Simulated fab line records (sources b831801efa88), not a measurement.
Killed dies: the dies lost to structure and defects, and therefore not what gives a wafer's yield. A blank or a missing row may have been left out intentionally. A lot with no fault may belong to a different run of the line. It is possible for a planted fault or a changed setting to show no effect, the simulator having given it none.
Chamber matching || flow sfq line || 4 sister chambers for SFQ_TRILAYER_I5_BARC_OPEN_VIA_ETCH_200 on rie diel-03
The step etches BARC in O2, target depth 125 nm, time 41.7 s. 17 wafers are shown with their chamber, then 8 later ones without.

EACH WAFER AND ITS CHAMBER
{"wafer": "L393.1", "chamber": 1, "drypump motor current A (A)": 6.2, "rf fwd power W (W)": 493.8, "oes product au (a.u.)": 0.685}
{"wafer": "L393.3", "chamber": 3, "drypump motor current A (A)": 6.2, "rf fwd power W (W)": 496.1, "oes product au (a.u.)": 0.687}
{"wafer": "L393.4", "chamber": 0, "drypump motor current A (A)": 5.7, "rf fwd power W (W)": 497.5, "oes product au (a.u.)": 0.686}
{"wafer": "L397.3", "chamber": 3, "drypump motor current A (A)": 6.2, "rf fwd power W (W)": 495.5, "oes product au (a.u.)": 0.691}
{"wafer": "L397.4", "chamber": 1, "drypump motor current A (A)": 6.1, "rf fwd power W (W)": 493.8, "oes product au (a.u.)": 0.691}
{"wafer": "L397.6", "chamber": 3, "drypump motor current A (A)": 6.2, "rf fwd power W (W)": 498.2, "oes product au (a.u.)": 0.681}
{"wafer": "L400.1", "chamber": 0, "drypump motor current A (A)": 5.7, "rf fwd power W (W)": 498.5, "oes product au (a.u.)": 0.693}
{"wafer": "L400.3", "chamber": 2, "drypump motor current A (A)": 6.3, "rf fwd power W (W)": 497.8, "oes product au (a.u.)": 0.687}
{"wafer": "L400.6", "chamber": 0, "drypump motor current A (A)": 5.7, "rf fwd power W (W)": 496.5, "oes product au (a.u.)": 0.685}
{"wafer": "L401.2", "chamber": 3, "drypump motor current A (A)": 6.2, "rf fwd power W (W)": 498.6, "oes product au (a.u.)": 0.681}
{"wafer": "L401.3", "chamber": 1, "drypump motor current A (A)": 6.2, "rf fwd power W (W)": 494.8, "oes product au (a.u.)": 0.687}
{"wafer": "L402.2", "chamber": 2, "drypump motor current A (A)": 6.4, "rf fwd power W (W)": 494.4, "oes product au (a.u.)": 0.684}
{"wafer": "L402.6", "chamber": 3, "drypump motor current A (A)": 6.3, "rf fwd power W (W)": 496.1, "oes product au (a.u.)": 0.690}
{"wafer": "L408.2", "chamber": 1, "drypump motor current A (A)": 6.2, "rf fwd power W (W)": 494.0, "oes product au (a.u.)": 0.692}
{"wafer": "L408.4", "chamber": 2, "drypump motor current A (A)": 6.3, "rf fwd power W (W)": 493.7, "oes product au (a.u.)": 0.687}
{"wafer": "L408.6", "chamber": 2, "drypump motor current A (A)": 6.4, "rf fwd power W (W)": 493.9, "oes product au (a.u.)": 0.685}
{"wafer": "L409.1", "chamber": 0, "drypump motor current A (A)": 5.8, "rf fwd power W (W)": 497.3, "oes product au (a.u.)": 0.680}

SIGNATURES (means of the wafers above)
{"reading": "drypump motor current A", "chamber 0": 5.725, "chamber 1": 6.175, "chamber 2": 6.350, "chamber 3": 6.220, "scatter within a chamber": 0.0504}
{"reading": "rf fwd power W", "chamber 0": 497.450, "chamber 1": 494.100, "chamber 2": 494.950, "chamber 3": 496.900, "scatter within a chamber": 1.29}
{"reading": "oes product au", "chamber 0": 0.68600, "chamber 1": 0.68875, "chamber 2": 0.68575, "chamber 3": 0.68600, "scatter within a chamber": 0.00409}
Rule: for a wafer and a chamber, the distance is found by dividing, reading by reading, the gap between the wafer's reading and the chamber's mean by the reading's scatter, squaring, summing and taking the root. If the next closest chamber is less than 2 further off than the closest, the wafer can't be placed; otherwise it belongs to the closest. How the scatter is found: for the shown wafers, subtract from each reading the mean of its chamber, square and add these, divide the total by (wafers less chambers), then take the root.

WAFERS WITHOUT THEIR CHAMBER
{"wafer": "L409.2", "drypump motor current A (A)": 6.2, "rf fwd power W (W)": 494.9, "oes product au (a.u.)": 0.684}
{"wafer": "L409.6", "drypump motor current A (A)": 6.3, "rf fwd power W (W)": 495.8, "oes product au (a.u.)": 0.686}
{"wafer": "L414.2", "drypump motor current A (A)": 6.2, "rf fwd power W (W)": 493.6, "oes product au (a.u.)": 0.681}
{"wafer": "L414.4", "drypump motor current A (A)": 6.2, "rf fwd power W (W)": 494.0, "oes product au (a.u.)": 0.686}
{"wafer": "L414.6", "drypump motor current A (A)": 6.4, "rf fwd power W (W)": 493.9, "oes product au (a.u.)": 0.681}
{"wafer": "L415.1", "drypump motor current A (A)": 6.2, "rf fwd power W (W)": 497.1, "oes product au (a.u.)": 0.683}
{"wafer": "L415.5", "drypump motor current A (A)": 6.3, "rf fwd power W (W)": 495.0, "oes product au (a.u.)": 0.688}
{"wafer": "L415.6", "drypump motor current A (A)": 5.7, "rf fwd power W (W)": 493.4, "oes product au (a.u.)": 0.691}

THE CHAMBER EACH PASSED THROUGH
{"wafer": "L409.2", "from the rows above": "can't be placed: 1 or 3 or 2", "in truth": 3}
{"wafer": "L409.6", "from the rows above": "can't be placed: 2 or 3 or 1", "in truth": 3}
{"wafer": "L414.2", "from the rows above": "can't be placed: 1 or 3 or 2", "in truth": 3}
{"wafer": "L414.4", "from the rows above": "can't be placed: 1 or 3", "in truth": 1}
{"wafer": "L414.6", "from the rows above": 2, "in truth": 2}
{"wafer": "L415.1", "from the rows above": "can't be placed: 3 or 1", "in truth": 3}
{"wafer": "L415.5", "from the rows above": "can't be placed: 2 or 3 or 1", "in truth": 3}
{"wafer": "L415.6", "from the rows above": 0, "in truth": 0}
2 of 8 placed correctly. Cannot be placed on the basis of these rows: 6; the candidates contain the true chamber in 6. Placed wrongly: 0.
